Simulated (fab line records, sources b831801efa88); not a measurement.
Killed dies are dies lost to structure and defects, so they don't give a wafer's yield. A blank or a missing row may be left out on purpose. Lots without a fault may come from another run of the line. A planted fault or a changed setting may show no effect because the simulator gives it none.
One fault seen from 2 desks | flow gf180mcu | each desk has only its own numbers; what lay behind them comes last

THE TOOL OWNER'S DESK: pecvd-02
The tool's own readings at GF_MIM_CVD_05 (deposits Si3N4, target thk 42 nm, time 29.086 s): means of the sampled wafers that have a number, for each lot that ran on this tool. A lot is out of limits, marked OUT, if its mean lies more than 4 standard deviations from the usual mean; the brackets give that distance.
Columns: A = heater_power_outer_w at GF_MIM_CVD_05, usual 379 W; B = heater_power_w at GF_MIM_CVD_05, usual 662 W
lot  | first seen here | A   | B
L329 | day 26 23:51    | 279 | 511
L332 | day 27 07:04    | 284 | 534
L333 | day 27 09:59    | 357 | 647
L334 | day 27 13:29    | 419 | 760
L338 | day 28 22:46    | 423 | 735
This desk's finding: nothing out of limits on any of the 5 lots.

THE METROLOGY DESK
What the gauges read, lot by lot, whatever tool the lot ran on: means of the sampled wafers that have a number. A lot is out of limits, marked OUT, if its mean lies more than 4 standard deviations from the usual mean; the brackets give that distance.
Columns: A = MIM_CVD_05_THK at GF_MIM_THK_MEAS_06, usual 42.2 nm
lot  | first seen here | A
L324 | day 24 05:22    | 41.8
L325 | day 25 02:24    | 41.8
L330 | day 26 22:32    | 42.3
L329 | day 26 23:53    | 41.8
L332 | day 27 07:06    | 41.3
L333 | day 27 10:02    | 42.6
L334 | day 27 13:32    | 51.4 (+17) OUT
L338 | day 28 22:49    | 51.1 (+16) OUT
L339 | day 29 06:58    | 41.8
L343 | day 30 06:45    | 42.4
L344 | day 30 16:10    | 42.3
L346 | day 31 01:56    | 42.7
L347 | day 31 13:16    | 41.5
This desk's finding: out of limits on L334, L338; first on L334, day 27 13:32 (MIM_CVD_05_THK at GF_MIM_THK_MEAS_06). In limits: L324, L325, L330, L329, L332, L333, L339, L343, L344, L346, L347.

PUT TOGETHER
The metrology desk could have raised an alarm at day 27 13:32, on L334, L338.
The tool owner's desk saw nothing out of limits.
The tool owner's desk has L334, L338 on record, within its limits.
Of the lots named, all ran GF_MIM_CVD_05 on pecvd-02.

WHAT THE SIMULATOR HAD PUT IN
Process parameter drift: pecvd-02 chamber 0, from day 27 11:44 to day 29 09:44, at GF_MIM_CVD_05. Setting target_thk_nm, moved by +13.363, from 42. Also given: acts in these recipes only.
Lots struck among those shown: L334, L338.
Hours from the fault's start to each desk's first reading out of limits: the metrology desk, 2.
